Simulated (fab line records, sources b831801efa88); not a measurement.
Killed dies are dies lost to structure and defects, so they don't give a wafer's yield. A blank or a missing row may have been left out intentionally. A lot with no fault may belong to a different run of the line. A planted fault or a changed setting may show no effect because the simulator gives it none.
The tool behind it: which one? -- flow sky130 -- 18 wafers from 6 lots sampled at 2 of the route's 708 steps

WHAT EACH GAUGE READ, for each wafer
SKY_VT_ADJUST_HVTP_TW_MEAS_11.
lot,measured,on,VT_ADJUST_HVTP_TW
L871,day 6 16:06,film-metro-03,1363 1364 1358
L875,day 7 16:50,film-metro-01,1390 1379 1383
L880,day 9 06:14,film-metro-03,1360 1365 1362
L882,day 9 13:52,film-metro-03,1374 1366 1368
L887,day 11 00:42,film-metro-01,1370 1371 1373
L890,day 11 12:52,film-metro-04,1350 1357 1349

EACH LOT AND THE TOOL THAT RAN IT (in order: tool; ch and the chambers of the sampled wafers; start)
lot,SKY_FIELD_ISO_STRIP_16
L871,"plasma-asher-01 ch 0,1, day 2 16:27"
L875,"plasma-asher-01 ch 0,1, day 3 12:17"
L880,"plasma-asher-02 ch 0,1, day 4 19:56"
L882,"plasma-asher-04 ch 0,1, day 5 00:29"
L887,"plasma-asher-04 ch 0,1, day 6 06:39"
L890,"plasma-asher-01 ch 0, day 6 17:35"
- SKY_FIELD_ISO_STRIP_16: strips in O2/N2.

THE ANSWER, worked out from the rows above alone
Rule: the usual values come from the lots themselves. Put in order of their means at a reading, lots are off if they are a third of the lots or fewer, leave a main group of 4 or more, and stand apart from it by a gap of 3 or more times the standard deviation of the main group's means; of several such gaps the widest counts. The tables above print the reading to a certain number of digits; a main group whose means all agree to those digits is not used. Also off: a lot with no number at a reading for which 4 or more lots have one. Any other lot the step has rows for is counted as sound.
Nothing can be told from this: no lot is off at any reading shown.

WHAT THE SIMULATOR HAD PUT IN
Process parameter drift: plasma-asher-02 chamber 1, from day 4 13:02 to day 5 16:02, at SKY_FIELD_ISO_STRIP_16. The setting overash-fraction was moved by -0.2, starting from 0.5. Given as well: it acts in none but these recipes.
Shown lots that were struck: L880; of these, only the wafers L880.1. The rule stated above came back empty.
